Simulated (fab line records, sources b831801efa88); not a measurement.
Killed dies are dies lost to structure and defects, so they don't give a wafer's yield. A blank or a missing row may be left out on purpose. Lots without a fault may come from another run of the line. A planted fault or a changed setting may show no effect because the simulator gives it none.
Which tool did it? | flow gf180mcu | 14 lots, 42 wafers sampled, at 5 steps of a route of 602

WHAT THE GAUGES READ, wafer by wafer
GF_HV_LDD_TW_MEAS_50.
lot  | measured     | on            | HV_LDD_4_TW
L805 | day 12 06:24 | film_metro-01 | 574 573 574
L806 | day 12 15:33 | film_metro-04 | 558 559 561
L807 | day 12 22:20 | film_metro-03 | 559 560 559
L810 | day 14 00:02 | film_metro-04 | 570 566 563
L811 | day 14 08:02 | film_metro-01 | 574 575 575
L812 | day 14 17:07 | film_metro-01 | 578 577 576
L813 | day 15 01:34 | film_metro-03 | 559 561 561
L814 | day 15 13:02 | film_metro-03 | 559 560 557
L817 | day 16 11:59 | film_metro-04 | 701 701 700 702 699 701
L818 | day 16 18:08 | film_metro-01 | 575 575 578
L823 | day 18 09:51 | film_metro-04 | 701 704 707 705 713 707
L825 | day 19 04:56 | film_metro-01 | 575 578 578
L826 | day 19 12:29 | film_metro-04 | 570 570 570
L828 | day 20 00:25 | film_metro-03 | 699 700 700 697 702 699

GF_NSD_TW_MEAS_12.
lot  | measured     | on            | NSD_TW
L805 | day 13 05:02 | film_metro-02 | 4240 4214 4212
L806 | day 13 15:05 | film_metro-02 | 4266 4228 4226
L807 | day 13 23:11 | film_metro-04 | 4214 4217 4214
L810 | day 15 01:05 | film_metro-04 | 4225 4213 4225
L811 | day 15 08:44 | film_metro-02 | 4218 4218 4227
L812 | day 15 17:56 | film_metro-01 | 4289 4281 4296
L813 | day 16 03:26 | film_metro-02 | 4195 4213 4216
L814 | day 16 14:44 | film_metro-02 | 4201 4217 4215
L817 | day 17 13:56 | film_metro-01 | 4293 4283 4296
L818 | day 17 20:56 | film_metro-02 | 4209 4226 4205
L823 | day 19 13:56 | film_metro-02 | 4223 4187 4223
L825 | day 20 08:29 | film_metro-01 | 4306 4287 4309
L826 | day 20 15:32 | film_metro-04 | 4255 4269 4228
L828 | day 21 07:59 | film_metro-02 | 4233 4246 4248

GF_SAB_CD_MEAS_09: target cd 420 nm.
lot  | measured     | on        | cd_nm (nm)
L805 | day 14 23:41 | cd_sem-01 | 419.3 418.0 419.1
L806 | day 15 10:11 | cd_sem-01 | 423.8 424.4 422.5
L807 | day 15 18:16 | cd_sem-01 | 420.5 417.2 419.0
L810 | day 16 22:25 | cd_sem-01 | 420.2 421.0 418.4
L811 | day 17 06:16 | cd_sem-01 | 415.6 414.8 418.8
L812 | day 17 16:35 | cd_sem-01 | 417.2 419.0 418.7
L813 | day 18 02:17 | cd_sem-01 | 415.8 416.8 415.9
L814 | day 18 13:46 | cd_sem-01 | 423.3 422.5 422.1
L817 | day 19 13:40 | cd_sem-01 | 422.3 421.4 418.2
L818 | day 19 21:07 | cd_sem-02 | 420.0 417.9 418.4
L823 | day 21 14:08 | cd_sem-02 | 417.3 415.6 415.0
L825 | day 22 08:14 | cd_sem-02 | 419.6 418.9 421.1
L826 | day 22 14:05 | cd_sem-02 | 418.1 417.6 415.8
L828 | day 23 06:47 | cd_sem-02 | 418.8 421.6 419.9

WHICH TOOL RAN EACH LOT (tool, then ch and the chambers of the sampled wafers, then the start)
lot  | GF_HV_LDD_IMPLANT_48            | GF_PSD_RTA_13
L805 | implanter-04 ch 0, day 12 06:09 | rtp_anneal-02 ch 0, day 14 02:26
L806 | implanter-04 ch 0, day 12 15:18 | rtp_anneal-02 ch 0, day 14 12:13
L807 | implanter-04 ch 0, day 12 22:05 | rtp_anneal-02 ch 0, day 14 20:44
L810 | implanter-04 ch 0, day 13 23:49 | rtp_anneal-01 ch 0, day 15 23:57
L811 | implanter-01 ch 0, day 14 07:47 | rtp_anneal-01 ch 0, day 16 07:47
L812 | implanter-04 ch 0, day 14 16:52 | rtp_anneal-01 ch 0, day 16 17:01
L813 | implanter-04 ch 0, day 15 01:22 | rtp_anneal-01 ch 0, day 17 02:35
L814 | implanter-01 ch 0, day 15 12:49 | rtp_anneal-01 ch 0, day 17 14:20
L817 | implanter-03 ch 0, day 16 11:17 | rtp_anneal-02 ch 0, day 18 13:21
L818 | implanter-04 ch 0, day 16 17:53 | rtp_anneal-02 ch 0, day 18 20:47
L823 | implanter-01 ch 0, day 18 09:16 | rtp_anneal-01 ch 0, day 20 14:15
L825 | implanter-04 ch 0, day 19 04:43 | rtp_anneal-02 ch 0, day 21 08:42
L826 | implanter-04 ch 0, day 19 12:14 | rtp_anneal-02 ch 0, day 21 14:56
L828 | implanter-03 ch 0, day 19 23:50 | rtp_anneal-02 ch 0, day 22 07:59
- GF_HV_LDD_IMPLANT_48
- GF_PSD_RTA_13: time 20 s.

WHAT THE TOOLS THEMSELVES READ (means of the sampled wafers that have a number; where no wafer has one, the mark that the record gives instead)
GF_PSD_RTA_13.
lot  | tool          | lamp_power_pct (%) | wafer_temp_C_max
L805 | rtp_anneal-02 | 36.8               | 1029.3
L806 | rtp_anneal-02 | 36.8               | 1028.6
L807 | rtp_anneal-02 | 36.8               | 1029.8
L810 | rtp_anneal-01 | 35.4               | 1027.9
L811 | rtp_anneal-01 | 35.5               | 1028.5
L812 | rtp_anneal-01 | 35.5               | 1028.2
L813 | rtp_anneal-01 | 35.5               | 1027.5
L814 | rtp_anneal-01 | 35.5               | 1028.1
L817 | rtp_anneal-02 | 36.8               | 1029.9
L818 | rtp_anneal-02 | 36.8               | 1029.1
L823 | rtp_anneal-01 | 35.4               | 1028.6
L825 | rtp_anneal-02 | 36.8               | 1030.1
L826 | rtp_anneal-02 | 36.9               | 1029.4
L828 | rtp_anneal-02 | 36.9               | 1029.5

THE ANSWER, worked out from the rows above alone
Rule: what is usual is taken from the lots themselves. Put in order of their means at a reading, lots are off if they are a third of the lots or fewer, leave a main group of 4 or more, and stand apart from it by a gap of 3 or more times the standard deviation of the main group's means; of several such gaps the widest counts. A main group whose means are all the same, to the digits that the tables above print for the reading, isn't used. A lot without any number at a reading at which 4 lots or more have one is off too. The other lots that the step has rows for count as sound. The gauges are gone through in route order, then the tools' own readings, and for those a lot's mean is taken as printed above. The first step at which some lot is off is used, and at that step the reading that is off furthest; a lot without a number counts as furthest.
Off: L817, L823, L828, at GF_HV_LDD_TW_MEAS_50 (HV_LDD_4_TW). The main group: mean 568, standard deviation 7.4.
A tool fits if, at a process step before that reading, it ran every lot that is off, and no sound lot after the first of them. The gauges at GF_HV_LDD_TW_MEAS_50 are tried like those tools. None of those tried fits.

WHAT THE SIMULATOR HAD PUT IN
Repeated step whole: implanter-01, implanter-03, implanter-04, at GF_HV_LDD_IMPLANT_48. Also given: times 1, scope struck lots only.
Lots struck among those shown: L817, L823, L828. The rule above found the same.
